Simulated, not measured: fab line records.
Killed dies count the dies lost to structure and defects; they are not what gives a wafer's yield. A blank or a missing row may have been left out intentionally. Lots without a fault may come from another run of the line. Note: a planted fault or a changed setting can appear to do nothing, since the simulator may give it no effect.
The tool behind it: which one? -- flow gf180mcu -- 36 wafers sampled from 12 lots at 1 step of a route of 602

== WHAT THE GAUGES SHOWED, per wafer ==
GF_V5_THK_MEAS_01.
lot,measured,on,V5_CVD_00_THK (nm)
L273,day 26 04:27,film-metro-03,303 299 309
L275,day 27 12:43,film-metro-03,300 299 299
L276,day 27 20:24,film-metro-03,299 297 300
L277,day 28 10:43,film-metro-03,299 298 297
L279,day 28 18:40,film-metro-02,297 299 295
L278,day 29 02:46,film-metro-02,298 298 299
L289,day 31 14:27,film-metro-02,302 303 303
L290,day 31 21:35,film-metro-02,299 298 298
L291,day 32 01:58,film-metro-02,298 305 298
L292,day 32 09:38,film-metro-02,300 296 300
L294,day 33 00:57,film-metro-03,304 304 301
L295,day 33 01:20,film-metro-04,300 297 301

== EACH LOT AND THE TOOL THAT RAN IT (in order: tool; ch and the chambers of the sampled wafers; start) ==
There is no process step in the record ahead of these readings.

== WHAT THE TOOLS THEMSELVES READ (means of the sampled wafers that have a number; where no wafer has one, the mark that the record gives instead) ==
The record holds no such reading with a usual standard deviation.

== THE ANSWER, worked out from the rows above alone ==
Rule: the usual values come from the lots themselves. The widest of any qualifying gaps counts: lots, ordered by their means at a reading, are off when they make up no more than a third of the lots, leave a main group of 4 or more, and stand apart from it by 3 or more times the standard deviation of that group's means. If all means in a main group match to the digits the tables above print for the reading, that group is not used. A lot without any number at a reading at which 4 lots or more have one is off too. Where the step has rows for the other lots, those lots are counted as sound. Order of review: gauges by route order, followed by the tools' own readings, for which a lot's mean as printed above is used. At the first step where some lot is off, the reading lying furthest off is the one used; lots without a number count as furthest.
Across all readings shown, no lot is off: no conclusion can be drawn from this.

== WHAT HAD BEEN PUT IN BY THE SIMULATOR ==
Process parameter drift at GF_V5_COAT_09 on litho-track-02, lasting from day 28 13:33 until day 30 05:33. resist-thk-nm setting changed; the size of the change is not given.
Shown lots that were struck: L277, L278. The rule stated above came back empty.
